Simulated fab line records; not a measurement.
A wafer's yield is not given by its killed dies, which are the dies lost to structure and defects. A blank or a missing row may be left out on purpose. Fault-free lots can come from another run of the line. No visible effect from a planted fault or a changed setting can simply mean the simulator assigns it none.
One fault seen from 2 desks || flow gf180mcu || every desk sees just its own numbers, and what lay behind them comes last

AT THE METROLOGY DESK
What the gauges read for every lot (on any tool): the sampled wafers with a number, averaged. Marked OUT: a lot whose mean sits more than 4 standard deviations from the usual mean, which makes it out of limits; the brackets give that distance.
Columns: A = V5_W_THK at GF_V5_THK_MEAS_25, usual 348 nm; B = PASSIVATION_BOW at GF_PASSIVATION_BOW_MEAS_14, usual 137 um
{"lot": "L287", "first seen here": "day 27 10:13", "A": 356, "B": 143}
{"lot": "L286", "first seen here": "day 27 16:22", "A": 349, "B": 138}
{"lot": "L288", "first seen here": "day 28 00:45", "A": 341, "B": 133}
{"lot": "L289", "first seen here": "day 28 06:44", "A": 343, "B": 151}
{"lot": "L296", "first seen here": "day 30 03:59", "A": 354, "B": 128}
{"lot": "L297", "first seen here": "day 30 11:36", "A": 345, "B": 118}
{"lot": "L298", "first seen here": "day 30 13:10", "A": 353, "B": 136}
{"lot": "L299", "first seen here": "day 31 09:12", "A": 351, "B": 137}
{"lot": "L300", "first seen here": "day 31 12:46", "A": 347, "B": 139}
{"lot": "L301", "first seen here": "day 31 16:27", "A": 353, "B": 129}
{"lot": "L305", "first seen here": "day 33 02:03", "A": 347, "B": 145}
{"lot": "L307", "first seen here": "day 33 09:54", "A": 354, "B": 122}
This desk found nothing out of limits on any of the 12 lots.

THE TOOL OWNER'S DESK: cmp-02
The tool's own readings at GF_STI_CMP_25 (polishes, stops on Si3N4, t overpolish 33 s, target thk 524.6 nm): means of the sampled wafers that have a number, for each lot that ran on this tool. Marked OUT: a lot whose mean sits more than 4 standard deviations from the usual mean, which makes it out of limits; the brackets give that distance.
Columns: A = motor-current-A at GF_STI_CMP_25, usual 11.5 A; B = overpolish-run-s at GF_STI_CMP_25, usual 33.001 s; C = time-to-endpoint-s at GF_STI_CMP_25, usual 122 s
{"lot": "L287", "first seen here": "day 2 10:39", "A": 11.6, "B": 33.006, "C": 122}
{"lot": "L286", "first seen here": "day 2 10:57", "A": 11.5, "B": 32.996, "C": 119}
{"lot": "L289", "first seen here": "day 3 02:52", "A": 12.2, "B": 33.007, "C": 123}
{"lot": "L296", "first seen here": "day 4 07:35", "A": 11.8, "B": 33.000, "C": 123}
{"lot": "L297", "first seen here": "day 4 12:13", "A": 10.9, "B": 32.992, "C": 123}
This desk found nothing out of limits on any of the 5 lots.

TAKEN TOGETHER
The metrology desk saw nothing out of limits.
The tool owner's desk saw nothing out of limits.

WHAT THE SIMULATOR HAD PUT IN
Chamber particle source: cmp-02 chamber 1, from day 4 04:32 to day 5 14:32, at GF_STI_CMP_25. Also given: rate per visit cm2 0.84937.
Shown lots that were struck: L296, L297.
